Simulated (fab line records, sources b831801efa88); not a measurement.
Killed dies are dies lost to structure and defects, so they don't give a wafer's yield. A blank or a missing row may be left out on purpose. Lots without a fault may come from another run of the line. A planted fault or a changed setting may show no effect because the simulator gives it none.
fab line records | flow gf180mcu
record lots=5 wafers=15 last_day=33
route steps=602 shown V5@553 TOP_METAL@567
lots that met no fault: from a run of the same line without faults
start_h: hours from the record's first day to the start of the lot's first wafer shown | wait_h: hours since the lot's step before | " the same as in the row above | L1.1+2: a row that stands for several wafers | - no value, or no start given | * or withheld: withheld | < > ~ a bound
route shown NAME@n: a module of which the file shows steps, and the number in the route of the first | usual: mean/standard deviation of fault-free wafers | same: alike in all rows | chamber/n: place in a boat | sites: the reading at each site | _std_site: their standard deviation | _edge_site: outer sites' mean less inner sites' | radius_mm: how far each site lies from the wafer's centre | mask NAME#n: copy n | behind: the tool/chamber that last shaped the wafer | hold: why the lot was held/for how many hours/how that ended | device: the transistor (n, p or np) that didn't switch | end of line: the same wafers' tests at the end of the route | a step without rows: its recipe alone | killed: dies lost to structure and defects at the first sort, not the wafer's yield | map: a wafer's dies, x killed, . not, _ none there
set.NAME: the setting as run; set.NAME@STEP: as run at that earlier step | model.NAME: the simulator's own value behind a step, which no gauge read
lots at some steps of the route; a table a step, a row a wafer
services: from which hour (start_h, from the record's first day; less than 0 if before it) a tool's chamber was out of use, for how many hours, and why
## steps
# step GF_V5_DEVELOP_13
# recipe develop_time_s=60 resist=KrF dev_temp_c=21
# usual chill_plate_temp_C=22.99/0.1 resist_line_temp_C=23.02/0.11
# columns lot.wafer tool chamber start_h wait_h chill_plate_temp_C resist_line_temp_C
L074.1 litho_track-04 0 632.66 0.2 23.13 22.88
L074.3 " 0 " " 22.94 22.95
L074.4 " 0 " " 23.06 23.05
L079.2 litho_track-03 0 670.08 0.2 22.96 23.16
L079.3 " 0 " " 22.99 23.04
L079.6 " 0 " " 22.95 23.21
L082.1 litho_track-04 0 691.66 0.2 23.07 22.97
L082.2 " 0 " " 23.05 22.95
L082.6 " 0 " " 23.07 23.02
L088.2 litho_track-02 0 732.17 0.2 22.99 23.07
L088.4 " 0 " " 22.97 23.00
L088.5 " 0 " " 23.14 23.04
L090.1 litho_track-04 0 749.96 0.2 22.87 22.98
L090.4 " 0 " " 22.94 23.01
L090.5 " 0 " " 23.10 22.98
# step GF_V5_CD_MEAS_14
# recipe target_cd_nm=260
# usual cd_nm=259.4/1.5
# columns lot.wafer tool chamber start_h wait_h cd_nm
L074.1 cd_sem-02 - 632.81 0.1 257.6
L074.3 " - " " 257.8
L074.4 " - " " 257.3
L079.2 cd_sem-01 - 670.23 0.1 261.6
L079.3 " - " " 261.2
L079.6 " - " " 260.7
L082.1 cd_sem-02 - 691.81 0.1 257.3
L082.2 " - " " 256.7
L082.6 " - " " 257.7
L088.2 cd_sem-01 - 732.31 0.1 259.3
L088.4 " - " " 259.9
L088.5 " - " " 259.5
L090.1 cd_sem-01 - 750.11 0.1 259.2
L090.4 " - " " 259.5
L090.5 " - " " 258.6
# step GF_V5_OVL_MEAS_15
# usual V5_OVL=2/5.6
# columns lot.wafer tool chamber start_h wait_h V5_OVL[nm]
L074.1 overlay-02 - 632.93 0.1 -7
L074.3 " - " " -6
L074.4 " - " " -7
L079.2 overlay-01 - 670.33 0.1 0
L079.3 " - " " 3
L079.6 " - " " 9
L082.1 overlay-01 - 691.93 0.1 -2
L082.2 " - " " -1
L082.6 " - " " -3
L088.2 overlay-01 - 732.42 0.1 4
L088.4 " - " " 3
L088.5 " - " " 10
L090.1 overlay-01 - 750.23 0.1 -3
L090.4 " - " " 4
L090.5 " - " " 9
# step GF_V5_ETCH_16
# recipe chemistry=N2/H2 target_depth_a=withheld overetch_a=withheld time_s=withheld target=BARC ion_energy_ev=200 source_w=500 bias_w=100 pressure_mtorr=30 n2_flow_sccm=100 h2_flow_sccm=200
# usual drypump_motor_current_A=5.5/0.51 oes_product_au=0.855/0.0053 rf_fwd_power_W=495.6/2.1 throttle_valve_pct=13.223/0.01
# columns lot.wafer tool chamber start_h wait_h drypump_motor_current_A oes_product_au rf_fwd_power_W throttle_valve_pct
L074.1 rie_diel-04 3 632.96 0.0 5.3 0.855 495.5 13.230
L074.3 " 0 " " 5.0 0.855 496.3 13.233
L074.4 " 2 " " 4.8 0.847 495.1 13.231
L079.2 rie_diel-04 1 670.36 0.0 6.5 0.849 495.6 13.231
L079.3 " 0 " " 5.1 0.866 497.2 13.228
L079.6 " 0 " " 5.1 0.864 495.1 13.231
L082.1 rie_diel-04 0 691.96 0.0 5.1 0.857 495.8 13.222
L082.2 " 3 " " 5.2 0.854 495.8 13.209
L082.6 " 3 " " 5.3 0.852 496.0 13.207
L088.2 rie_diel-04 0 732.45 0.0 5.0 0.855 495.5 13.227
L088.4 " 3 " " 5.3 0.855 498.3 13.221
L088.5 " 0 " " 5.1 0.843 496.3 13.207
L090.1 rie_diel-02 3 750.26 0.0 5.8 0.849 495.7 13.237
L090.4 " 2 " " 5.3 0.854 495.9 13.219
L090.5 " 3 " " 5.7 0.855 498.2 13.235
# step GF_V5_ETCH_17
# recipe chemistry=C4F8/O2/Ar mask_material=KrF target=SiO2 stop_on=TiN source_w=1500 bias_w=1200 pressure_mtorr=40 c4f8_flow_sccm=withheld O2_flow_sccm=6 Ar_flow_sccm=300 time_s=withheld target_depth_a=8550
# usual oes_product_au=0.860/0.0048 rf_fwd_power_W=1495/4.7
# columns lot.wafer tool chamber start_h wait_h oes_product_au rf_fwd_power_W
L074.1 rie_diel-04 3 - - 0.860 1492
L074.3 " 0 " " 0.852 1498
L074.4 " 2 " " 0.866 1494
L079.2 rie_diel-04 1 - - 0.862 1499
L079.3 " 0 " " 0.866 1495
L079.6 " 0 " " 0.863 1497
L082.1 rie_diel-04 0 - - 0.852 1491
L082.2 " 3 " " 0.858 1500
L082.6 " 3 " " 0.861 1493
L088.2 rie_diel-04 0 - - 0.864 1501
L088.4 " 3 " " 0.858 1503
L088.5 " 0 " " 0.860 1494
L090.1 rie_diel-02 3 - - 0.861 1490
L090.4 " 2 " " 0.858 1491
L090.5 " 3 " " 0.868 1489
# step GF_V5_STRIP_18
# recipe chemistry=O2/N2 power_w=1400 pressure_mtorr=1500 platen_temp_c=250 o2_flow_sccm=3000 n2_flow_sccm=300 overash_fraction=0.5
# usual drypump_motor_current_A=5.6/0.36 heater_power_w=340/40 oes_product_au=0.569/0.005
# columns lot.wafer tool chamber start_h wait_h drypump_motor_current_A heater_power_w oes_product_au rf_hours_counter_h
L074.1 plasma_asher-03 1 633.12 - 5.1 341 0.578 53
L074.3 " 1 " " 5.1 335 0.577 -
L074.4 " 0 " " 5.5 317 0.571 -
L079.2 plasma_asher-03 1 670.52 - 5.1 334 0.571 57
L079.3 " 1 " " 5.1 327 0.566 -
L079.6 " 0 " " 5.5 315 0.572 -
L082.1 plasma_asher-04 1 692.12 - 5.6 407 0.572 87
L082.2 " 0 " " 6.1 308 0.576 87
L082.6 " 0 " " 6.1 306 0.570 -
L088.2 plasma_asher-04 0 732.60 - 6.1 305 0.572 91
L088.4 " 0 " " 6.1 313 0.574 -
L088.5 " 1 " " 5.6 399 0.571 -
L090.1 plasma_asher-03 0 750.42 - 5.5 314 0.568 67
L090.4 " 0 " " 5.5 302 0.559 -
L090.5 " 1 " " 5.1 339 0.563 -
# step GF_V5_STRIP_19
# recipe chemistry=post_etch_residue_remover time_s=1200 temp_c=72.5
# columns lot.wafer tool chamber start_h wait_h
L074.1+3+4 wet_bench-04 0 633.22 0.1
L079.2+3+6 wet_bench-02 0 670.62 0.1
L082.1+2+6 wet_bench-04 3 692.22 0.1
L088.2+4+5 wet_bench-04 2 732.70 0.1
L090.1+4+5 wet_bench-04 2 750.52 0.1
# step GF_V5_CLEAN_20
# recipe chemistry=DIW dry=n2_spin
# columns lot.wafer tool chamber start_h wait_h
L074.1+3+4 wet_bench-04 0 633.56 0.0
L079.2+3+6 wet_bench-04 2 670.96 0.0
L082.1+2+6 wet_bench-02 0 692.90 0.0
L088.2+4+5 wet_bench-02 1 733.07 0.0
L090.1+4+5 wet_bench-04 1 750.86 0.0
# step GF_V5_SPUTTER_21
# recipe material=Ti target_thk_nm=15 chamber_pressure_pa=5 power_w=2500 substrate_temp_c=200 time_s=80.02
# usual substrate_temp_c=199.98/0.18 throttle_valve_pct=29.7/0.84
# columns lot.wafer tool chamber start_h wait_h substrate_temp_c throttle_valve_pct
L074.1 pvd_sputter-02 - 633.65 0.0 199.90 30.1
L074.3 " - " " 199.70 30.1
L074.4 " - " " 199.96 29.2
L079.2 pvd_sputter-02 - 671.05 0.0 200.21 30.5
L079.3 " - " " 200.12 29.0
L079.6 " - " " 199.61 30.3
L082.1 pvd_sputter-01 - 692.99 0.0 200.07 29.6
L082.2 " - " " 200.30 29.1
L082.6 " - " " 199.90 28.9
L088.2 pvd_sputter-02 - 733.17 0.0 200.05 29.5
L088.4 " - " " 200.17 30.3
L088.5 " - " " 199.95 29.3
L090.1 pvd_sputter-01 - 750.95 0.0 199.99 28.4
L090.4 " - " " 199.96 29.0
L090.5 " - " " 200.00 28.5
# step GF_V5_SPUTTER_22
# recipe material=TiN target_thk_nm=10 chamber_pressure_pa=5 power_w=4000 time_s=40
# usual throttle_valve_pct=29.7/0.88
# columns lot.wafer tool chamber start_h wait_h throttle_valve_pct
L074.1 pvd_sputter-02 - 633.71 0.0 29.9
L074.3 " - " " 30.2
L074.4 " - " " 29.3
L079.2 pvd_sputter-02 - 671.11 0.0 30.4
L079.3 " - " " 29.3
L079.6 " - " " 30.1
L082.1 pvd_sputter-01 - 693.05 0.0 29.4
L082.2 " - " " 29.2
L082.6 " - " " 28.9
L088.2 pvd_sputter-02 - 733.23 0.0 29.2
L088.4 " - " " 30.3
L088.5 " - " " 29.2
L090.1 pvd_sputter-01 - 751.01 0.0 28.5
L090.4 " - " " 28.7
L090.5 " - " " 28.2
# step GF_V5_CVD_23
# recipe material=W target_thk_nm=350 time_s=104.9 temp_c=400 pressure_torr=40
# usual heater_power_w=954/92
# columns lot.wafer tool chamber start_h wait_h heater_power_w
L074.1 cvd_w-01 1 633.75 0.0 1060
L074.3 " 0 " " 947
L074.4 " 1 " " 1069
L079.2 cvd_w-02 1 671.15 0.0 802
L079.3 " 0 " " 962
L079.6 " 0 " " 935
L082.1 cvd_w-01 1 693.09 0.0 1057
L082.2 " 0 " " 960
L082.6 " 0 " " 933
L088.2 cvd_w-01 1 733.27 0.0 1099
L088.4 " 0 " " 953
L088.5 " 0 " " 964
L090.1 cvd_w-01 1 751.05 0.0 1092
L090.4 " 1 " " 1091
L090.5 " 0 " " 960
# step GF_V5_RS_MEAS_24
# recipe thk_meas_gauge=four-point-probe reads=W_of_V5_CVD_23+TiN_of_V5_SPUTTER_22+Ti_of_V5_SPUTTER_21
# usual V5_W_RS=0.326/0.004
# columns lot.wafer tool chamber start_h wait_h V5_W_RS[ohm/sq]
L074.1 film_metro-03 - 633.86 0.1 0.326
L074.3 " - " " 0.330
L074.4 " - " " 0.324
L079.2 film_metro-04 - 671.28 0.1 0.329
L079.3 " - " " 0.322
L079.6 " - " " 0.320
L082.1 film_metro-04 - 693.20 0.1 0.329
L082.2 " - " " 0.328
L082.6 " - " " 0.328
L088.2 film_metro-03 - 733.41 0.1 0.324
L088.4 " - " " 0.323
L088.5 " - " " 0.328
L090.1 film_metro-03 - 751.16 0.1 0.323
L090.4 " - " " 0.329
L090.5 " - " " 0.328
# step GF_V5_THK_MEAS_25
# recipe thk_meas_gauge=xrf reads=W_of_V5_CVD_23
# usual V5_W_THK=332/4.9
# columns lot.wafer tool chamber start_h wait_h V5_W_THK[nm]
L074.1 film_metro-03 - 633.98 0.1 329
L074.3 " - " " 327
L074.4 " - " " 332
L079.2 film_metro-04 - 671.39 0.1 334
L079.3 " - " " 339
L079.6 " - " " 343
L082.1 film_metro-04 - 693.32 0.1 330
L082.2 " - " " 331
L082.6 " - " " 331
L088.2 film_metro-03 - 733.52 0.1 335
L088.4 " - " " 334
L088.5 " - " " 329
L090.1 film_metro-03 - 751.28 0.1 336
L090.4 " - " " 326
L090.5 " - " " 331
# step GF_V5_CMP_26
# recipe stop_on=SiO2 down_force_psi=3.5 platen_rpm=60 t_overpolish_s=15 target_thk_nm=0 pad_velocity_m_s=0.94248
# usual motor_current_A=11.1/1.1 overpolish_run_s=15.000/0.0088 time_to_endpoint_s=86/3.2
# columns lot.wafer tool chamber start_h wait_h motor_current_A overpolish_run_s time_to_endpoint_s
L074.1 cmp-01 2 634.04 0.1 11.7 14.996 82
L074.3 " 0 " " 10.4 14.999 80
L074.4 " 1 " " 10.9 15.006 81
L079.3 cmp-02 0 671.44 0.0 12.7 15.001 89
L079.2 " 2 " " 9.4 14.996 79
L079.6 " 0 " " 13.7 14.999 87
L082.1 cmp-01 2 693.43 0.1 12.2 15.001 80
L082.2 " 3 " " 10.7 15.014 85
L082.6 " 2 " " 12.0 14.997 81
L088.4 cmp-02 3 733.62 0.1 11.1 14.991 86
L088.2 " 0 " " 13.6 15.006 88
L088.5 " 3 " " 11.8 14.995 84
L090.1 cmp-01 2 751.39 0.1 12.2 14.992 87
L090.4 " 3 " " 10.2 14.997 89
L090.5 " 1 " " 10.1 14.999 88
# step GF_TOP_METAL_SPUTTER_00
# recipe material=Ti target_thk_nm=37.5 arriving_ion_energy_ev=80 substrate_temp_c=200 chamber_pressure_pa=2 power_w=4000 time_s=150
# usual substrate_temp_c=200.02/0.16 throttle_valve_pct=29.7/0.83
# columns lot.wafer tool chamber start_h wait_h substrate_temp_c throttle_valve_pct
L074.1 pvd_sputter-04 - 634.34 0.2 199.81 28.8
L074.3 " - " " 200.13 30.0
L074.4 " - " " 200.10 30.1
L079.2 pvd_sputter-04 - 671.74 0.1 200.26 29.0
L079.3 " - " " 199.88 30.1
L079.6 " - " " 199.76 28.9
L082.1 pvd_sputter-02 - 693.68 0.2 200.10 30.4
L082.2 " - " " 199.82 30.4
L082.6 " - " " 200.02 29.4
L088.2 pvd_sputter-04 - 733.87 0.1 200.00 30.4
L088.4 " - " " 200.14 30.1
L088.5 " - " " 200.17 28.8
L090.1 pvd_sputter-02 - 751.64 0.2 200.11 30.4
L090.4 " - " " 200.10 30.1
L090.5 " - " " 200.03 30.1
# step GF_TOP_METAL_SPUTTER_01
# recipe material=TiN target_thk_nm=30 power_w=6500 time_s=25 chamber_pressure_pa=0.4
# usual throttle_valve_pct=29.6/0.81
# columns lot.wafer tool chamber start_h wait_h throttle_valve_pct
L074.1 pvd_sputter-04 - 634.44 0.1 28.8
L074.3 " - " " 30.0
L074.4 " - " " 30.3
L079.2 pvd_sputter-04 - 671.84 0.1 28.7
L079.3 " - " " 30.4
L079.6 " - " " 29.2
L082.1 pvd_sputter-02 - 693.78 0.1 30.3
L082.2 " - " " 30.2
L082.6 " - " " 29.4
L088.2 pvd_sputter-04 - 733.97 0.1 30.4
L088.4 " - " " 30.3
L088.5 " - " " 29.2
L090.1 pvd_sputter-02 - 751.74 0.1 30.2
L090.4 " - " " 29.8
L090.5 " - " " 30.1
# step GF_TOP_METAL_SPUTTER_02
# recipe material=AlCu target_thk_nm=900 power_w=10600 chamber_pressure_pa=0.3 substrate_temp_c=250 gas=Ar time_s=47.82
# usual substrate_temp_c=249.98/0.19 throttle_valve_pct=29.6/0.84
# columns lot.wafer tool chamber start_h wait_h substrate_temp_c throttle_valve_pct
L074.1 pvd_sputter-04 - 634.47 0.0 250.06 28.8
L074.3 " - " " 249.96 29.7
L074.4 " - " " 250.48 30.4
L079.2 pvd_sputter-04 - 671.87 0.0 249.91 28.8
L079.3 " - " " 249.85 30.5
L079.6 " - " " 250.00 29.0
L082.1 pvd_sputter-02 - 693.81 0.0 250.25 30.3
L082.2 " - " " 249.74 30.2
L082.6 " - " " 249.72 29.4
L088.2 pvd_sputter-04 - 734.00 0.0 249.66 30.3
L088.4 " - " " 249.85 30.3
L088.5 " - " " 250.08 28.7
L090.1 pvd_sputter-02 - 751.77 0.0 249.78 30.2
L090.4 " - " " 250.14 30.1
L090.5 " - " " 249.52 30.2
# step GF_TOP_METAL_SPUTTER_03
# recipe material=Ti target_thk_nm=5 substrate_temp_c=300 chamber_pressure_pa=0.3 power_w=3000 time_s=3.3
# usual substrate_temp_c=299.98/0.19 throttle_valve_pct=29.7/0.81
# columns lot.wafer tool chamber start_h wait_h substrate_temp_c throttle_valve_pct
L074.1 pvd_sputter-04 - 634.52 0.0 300.26 28.8
L074.3 " - " " 299.86 29.7
L074.4 " - " " 300.01 30.4
L079.2 pvd_sputter-04 - 671.92 0.0 300.06 28.9
L079.3 " - " " 300.04 30.3
L079.6 " - " " 300.16 29.1
L082.1 pvd_sputter-02 - 693.86 0.0 300.09 30.4
L082.2 " - " " 299.95 30.1
L082.6 " - " " 299.97 29.5
L088.2 pvd_sputter-04 - 734.04 0.0 300.18 30.2
L088.4 " - " " 299.80 30.4
L088.5 " - " " 300.13 28.7
L090.1 pvd_sputter-02 - 751.82 0.0 300.03 29.8
L090.4 " - " " 299.84 30.2
L090.5 " - " " 299.85 30.4
# step GF_TOP_METAL_SPUTTER_04
# recipe material=TiN target_thk_nm=25 power_w=6500 time_s=20.8 chamber_pressure_pa=0.4
# usual throttle_valve_pct=29.7/0.83
# columns lot.wafer tool chamber start_h wait_h throttle_valve_pct
L074.1 pvd_sputter-04 - 634.54 0.0 28.7
L074.3 " - " " 29.9
L074.4 " - " " 30.3
L079.2 pvd_sputter-04 - 671.93 0.0 28.9
L079.3 " - " " 30.4
L079.6 " - " " 29.0
L082.1 pvd_sputter-02 - 693.88 0.0 30.1
L082.2 " - " " 30.1
L082.6 " - " " 29.6
L088.2 pvd_sputter-04 - 734.06 0.0 30.5
L088.4 " - " " 30.4
L088.5 " - " " 28.8
L090.1 pvd_sputter-02 - 751.83 0.0 30.1
L090.4 " - " " 30.0
L090.5 " - " " 30.3
# step GF_TOP_METAL_RS_MEAS_05
# recipe thk_meas_gauge=four-point-probe reads=TiN_of_TOP_METAL_SPUTTER_04+Ti_of_TOP_METAL_SPUTTER_03+AlCu_of_TOP_METAL_SPUTTER_02+TiN_of_TOP_METAL_SPUTTER_01+Ti_of_TOP_METAL_SPUTTER_00
# usual TOP_METAL_ALCU_RS=0.0327/0.00032
# columns lot.wafer tool chamber start_h wait_h TOP_METAL_ALCU_RS[ohm/sq]
L074.1 film_metro-01 - 634.56 0.0 0.0326
L074.3 " - " " 0.0326
L074.4 " - " " 0.0325
L079.2 film_metro-02 - 671.98 0.0 0.0330
L079.3 " - " " 0.0326
L079.6 " - " " 0.0328
L082.1 film_metro-03 - 693.90 0.0 0.0321
L082.2 " - " " 0.0322
L082.6 " - " " 0.0322
L088.2 film_metro-02 - 734.11 0.0 0.0331
L088.4 " - " " 0.0331
L088.5 " - " " 0.0329
L090.1 film_metro-03 - 751.86 0.0 0.0326
L090.4 " - " " 0.0327
L090.5 " - " " 0.0327
# step GF_TOP_METAL_THK_MEAS_06
# recipe thk_meas_gauge=xrf reads=AlCu_of_TOP_METAL_SPUTTER_02
# usual TOP_METAL_ALCU_THK=900/10
# columns lot.wafer tool chamber start_h wait_h TOP_METAL_ALCU_THK[nm]
L074.1 film_metro-01 - 634.68 0.1 902
L074.3 " - " " 894
L074.4 " - " " 907
L079.2 film_metro-02 - 672.09 0.1 886
L079.3 " - " " 901
L079.6 " - " " 897
L082.1 film_metro-03 - 694.02 0.1 928
L082.2 " - " " 920
L082.6 " - " " 919
L088.2 film_metro-02 - 734.22 0.1 895
L088.4 " - " " 891
L088.5 " - " " 902
L090.1 film_metro-03 - 751.98 0.1 902
L090.4 " - " " 905
L090.5 " - " " 908
# step GF_TOP_METAL_DEHYDRATE_07
# recipe temp_c=200 time_s=60
# usual chill_plate_temp_C=23.00/0.1 resist_line_temp_C=23.02/0.11
# columns lot.wafer tool chamber start_h wait_h chill_plate_temp_C resist_line_temp_C
L074.1 litho_track-01 0 644.14 9.4 23.11 23.17
L074.3 " 0 " " 23.03 23.09
L074.4 " 0 " " 22.93 23.07
L079.2 litho_track-01 0 680.56 8.5 22.92 23.05
L079.3 " 0 " " 23.15 23.03
L079.6 " 0 " " 23.06 23.11
L082.1 litho_track-03 0 702.46 8.4 22.93 22.86
L082.2 " 0 " " 22.72 23.01
L082.6 " 0 " " 22.81 22.97
L088.2 litho_track-03 0 741.78 7.6 23.25 22.94
L088.4 " 0 " " 23.04 23.12
L088.5 " 0 " " 23.01 23.00
L090.1 litho_track-02 0 759.39 7.4 23.12 23.14
L090.4 " 0 " " 23.04 23.01
L090.5 " 0 " " 23.14 22.93
# step GF_TOP_METAL_HMDS_08
# recipe prime_time_s=60 prime_temp_c=120
# usual chill_plate_temp_C=23.00/0.12 resist_line_temp_C=23.00/0.11
# columns lot.wafer tool chamber start_h wait_h chill_plate_temp_C resist_line_temp_C
L074.1 litho_track-01 0 644.29 0.1 23.15 23.04
L074.3 " 0 " " 23.15 22.96
L074.4 " 0 " " 23.11 23.15
L079.2 litho_track-01 0 680.71 0.1 22.76 22.75
L079.3 " 0 " " 23.01 22.99
L079.6 " 0 " " 22.89 23.04
L082.1 litho_track-03 0 702.61 0.1 22.90 23.02
L082.2 " 0 " " 23.05 22.90
L082.6 " 0 " " 23.20 23.15
L088.2 litho_track-03 0 741.93 0.1 22.86 22.82
L088.4 " 0 " " 22.95 22.81
L088.5 " 0 " " 23.02 22.98
L090.1 litho_track-02 0 759.54 0.1 22.89 23.03
L090.4 " 0 " " 23.05 23.10
L090.5 " 0 " " 22.87 23.00
# step GF_TOP_METAL_COAT_09
# recipe resist=NOVOLAK spin_rpm=3000 resist_thk_nm=1500
# usual chill_plate_temp_C=23.01/0.1 resist_line_temp_C=23.01/0.11 spin_speed_rpm=2999.9/1.8
# columns lot.wafer tool chamber start_h wait_h chill_plate_temp_C resist_line_temp_C spin_speed_rpm
L074.1 litho_track-01 0 644.44 0.1 22.97 23.11 3001.4
L074.3 " 0 " " 22.85 23.08 2999.2
L074.4 " 0 " " 23.04 23.08 3000.4
L079.2 litho_track-01 0 680.86 0.1 23.03 22.74 3000.1
L079.3 " 0 " " 23.10 22.77 2996.9
L079.6 " 0 " " 23.16 22.86 2998.7
L082.1 litho_track-03 0 702.76 0.1 22.94 23.05 3000.8
L082.2 " 0 " " 22.95 22.98 3000.1
L082.6 " 0 " " 23.10 22.84 3002.2
L088.2 litho_track-03 0 742.08 0.1 22.86 22.89 2998.7
L088.4 " 0 " " 22.95 22.77 3001.8
L088.5 " 0 " " 22.94 22.91 3000.8
L090.1 litho_track-02 0 759.69 0.1 23.19 23.07 2998.2
L090.4 " 0 " " 23.12 22.93 3000.4
L090.5 " 0 " " 23.22 22.94 3002.1
# step GF_TOP_METAL_SOFTBAKE_10
# recipe temp_c=90 time_s=60 resist=NOVOLAK
# usual chill_plate_temp_C=23.00/0.096 resist_line_temp_C=23.00/0.099
# columns lot.wafer tool chamber start_h wait_h chill_plate_temp_C resist_line_temp_C
L074.1 litho_track-01 0 644.59 0.1 23.02 22.98
L074.3 " 0 " " 23.13 22.83
L074.4 " 0 " " 22.98 22.84
L079.2 litho_track-01 0 681.01 0.1 22.85 23.11
L079.3 " 0 " " 22.92 23.01
L079.6 " 0 " " 23.00 23.08
L082.1 litho_track-03 0 702.91 0.1 22.91 22.93
L082.2 " 0 " " 22.80 23.00
L082.6 " 0 " " 22.97 22.98
L088.2 litho_track-03 0 742.23 0.1 22.99 22.95
L088.4 " 0 " " 22.94 23.09
L088.5 " 0 " " 22.96 23.09
L090.1 litho_track-02 0 759.84 0.1 23.09 22.84
L090.4 " 0 " " 22.91 22.84
L090.5 " 0 " " 23.02 22.88
# step GF_TOP_METAL_EXPOSE_11
# recipe mask_id=MetalTop target_cd_nm=440 na=0.6 source_shape=conventional sigma_outer=0.6 dose_mj=170
# usual focus_offset_nm=-0.1/0.62
# columns lot.wafer tool chamber start_h wait_h mask focus_offset_nm
L074.1 iline_stepper-01 0 - - MetalTop#0 -0.6
L074.3 " 0 " " MetalTop#0 -1.2
L074.4 " 0 " " MetalTop#0 -0.1
L079.2 iline_stepper-02 0 - - MetalTop#0 -0.8
L079.3 " 0 " " MetalTop#0 0.1
L079.6 " 0 " " MetalTop#0 -0.1
L082.1 iline_stepper-01 0 - - MetalTop#0 0.4
L082.2 " 0 " " MetalTop#0 0.3
L082.6 " 0 " " MetalTop#0 0.6
L088.2 iline_stepper-02 0 - - MetalTop#0 -0.6
L088.4 " 0 " " MetalTop#0 -0.7
L088.5 " 0 " " MetalTop#0 -1.6
L090.1 iline_stepper-02 0 - - MetalTop#0 -0.2
L090.4 " 0 " " MetalTop#0 0.1
L090.5 " 0 " " MetalTop#0 -0.2
# step GF_TOP_METAL_PEB_12
# recipe temp_c=withheld time_s=* resist=NOVOLAK
# usual chill_plate_temp_C=* resist_line_temp_C=*
# columns lot.wafer tool chamber start_h wait_h chill_plate_temp_C resist_line_temp_C
L074.1 litho_track-01 0 - - * *
L074.3 " 0 " " * *
L074.4 " 0 " " * *
L079.2 litho_track-01 0 - - * *
L079.3 " 0 " " * *
L079.6 " 0 " " * *
L082.1 litho_track-02 0 - - * *
L082.2 " 0 " " * *
L082.6 " 0 " " * *
L088.2 litho_track-03 0 - - * *
L088.4 " 0 " " * *
L088.5 " 0 " " * *
L090.1 litho_track-03 0 - - * *
L090.4 " 0 " " * *
L090.5 " 0 " " * *
# step GF_TOP_METAL_DEVELOP_13
# recipe develop_time_s=60 dev_temp_c=23
# usual chill_plate_temp_C=23.00/0.11 resist_line_temp_C=22.99/0.11
# columns lot.wafer tool chamber start_h wait_h chill_plate_temp_C resist_line_temp_C
L074.1 litho_track-01 0 654.39 0.1 23.06 22.98
L074.3 " 0 " " 22.95 23.01
L074.4 " 0 " " 23.03 23.09
L079.2 litho_track-01 0 690.51 0.1 23.06 23.02
L079.3 " 0 " " 23.15 23.19
L079.6 " 0 " " 23.08 23.13
L082.1 litho_track-02 0 711.69 0.1 22.98 23.04
L082.2 " 0 " " 22.97 23.23
L082.6 " 0 " " 23.11 23.19
L088.2 litho_track-03 0 750.48 0.1 22.94 22.96
L088.4 " 0 " " 22.86 22.96
L088.5 " 0 " " 22.86 22.97
L090.1 litho_track-03 0 768.06 0.1 22.74 22.99
L090.4 " 0 " " 22.85 22.88
L090.5 " 0 " " 22.80 22.94
# step GF_TOP_METAL_CD_MEAS_14
# recipe target_cd_nm=440
# usual cd_nm=440.4/2.5
# columns lot.wafer tool chamber start_h wait_h cd_nm
L074.1 cd_sem-01 - 654.54 0.1 436.6
L074.3 " - " " 437.5
L074.4 " - " " 436.9
L079.2 cd_sem-02 - 690.66 0.1 444.3
L079.3 " - " " 442.2
L079.6 " - " " 442.9
L082.1 cd_sem-02 - 711.84 0.1 441.1
L082.2 " - " " 440.8
L082.6 " - " " 439.7
L088.2 cd_sem-02 - 750.63 0.1 443.6
L088.4 " - " " 439.3
L088.5 " - " " 441.0
L090.1 cd_sem-01 - 768.21 0.1 440.7
L090.4 " - " " 436.8
L090.5 " - " " 436.9
# step GF_TOP_METAL_OVL_MEAS_15
# usual TOP_METAL_OVL=0.0/1.5
# columns lot.wafer tool chamber start_h wait_h TOP_METAL_OVL[nm]
L074.1 overlay-02 - 654.66 0.1 0.7
L074.3 " - " " 1.4
L074.4 " - " " 2.6
L079.2 overlay-01 - 690.76 0.1 -0.7
L079.3 " - " " -1.4
L079.6 " - " " 1.7
L082.1 overlay-02 - 711.96 0.1 1.6
L082.2 " - " " -1.0
L082.6 " - " " -0.5
L088.2 overlay-02 - 750.73 0.1 2.7
L088.4 " - " " 0.5
L088.5 " - " " 2.4
L090.1 overlay-01 - 768.33 0.1 -0.1
L090.4 " - " " -3.3
L090.5 " - " " -0.7
# step GF_TOP_METAL_METAL_ETCH_16
# recipe chemistry=Cl2/BCl3 mask_material=NOVOLAK target_depth_nm=1197 stop_on=SiO2 pressure_mtorr=8 icp_w=800 bias_w=140 Cl2_flow_sccm=80 bcl3_flow_sccm=40 time_s=199.5
# usual drypump_motor_current_A=6.0/0.41 oes_product_au=0.989/0.0061 rf_fwd_power_W=797.4/2.4 throttle_valve_pct=28.232/0.0097
# columns lot.wafer tool chamber start_h wait_h drypump_motor_current_A oes_product_au rf_fwd_power_W rf_hours_counter_h throttle_valve_pct
L074.1 rie_metal-01 0 654.69 0.0 6.7 0.985 800.4 1 28.228
L074.3 " 0 " " 6.7 0.994 801.6 - 28.235
L074.4 " 1 " " 5.3 0.985 797.0 - 28.236
L079.2 rie_metal-03 1 690.79 0.0 5.9 0.988 798.8 4 28.221
L079.3 " 0 " " 6.7 0.980 797.6 - 28.236
L079.6 " 1 " " 5.9 0.990 796.4 - 28.222
L082.1 rie_metal-03 1 712.00 0.0 5.9 0.984 798.6 5 28.221
L082.2 " 0 " " 6.6 0.993 794.8 15 28.246
L082.6 " 1 " " 5.9 0.980 798.2 - 28.226
L088.2 rie_metal-04 0 750.76 0.0 5.5 0.993 798.5 4 28.236
L088.4 " 0 " " 5.5 0.992 798.3 - 28.218
L088.5 " 0 " " 5.5 0.989 799.1 - 28.218
L090.1 rie_metal-03 1 768.36 0.0 5.9 0.990 797.7 10 28.225
L090.4 " 1 " " 5.9 0.992 799.8 - 28.231
L090.5 " 1 " " 5.9 0.986 800.5 - 28.244
## services
# columns tool chamber start_h hours kind
plasma_asher-03 - 611.62 3.3 repair
plasma_asher-04 - 624.30 3.5 repair
cvd_w-01 - 636.65 1.2 repair
rie_diel-04 0 640.55 4.1 repair
cmp-01 - 656.16 5.9 pm
cmp-02 - 665.47 0.2 repair
cmp-02 - 667.25 1.4 repair
cvd_w-01 - 670.94 2.8 pm
cmp-01 - 671.11 18.3 repair
wet_bench-04 - 671.79 2.6 repair
rie_diel-02 - 672.84 0.6 repair
iline_stepper-01 - 676.38 8.2 repair
cmp-01 - 691.89 1.4 repair
plasma_asher-04 - 694.18 1.5 repair
cmp-02 - 697.93 2.6 repair
pvd_sputter-02 - 703.14 2.3 repair
plasma_asher-03 - 723.51 1.3 repair
rie_diel-04 - 724.26 2.8 pm
rie_diel-04 - 732.66 0.6 repair
rie_metal-03 0 734.63 21.4 repair
cmp-01 - 743.04 4.9 pm
rie_diel-04 0 761.54 4.9 repair
pvd_sputter-02 - 765.51 0.6 repair
plasma_asher-03 - 765.58 2.8 pm
## key
fault none
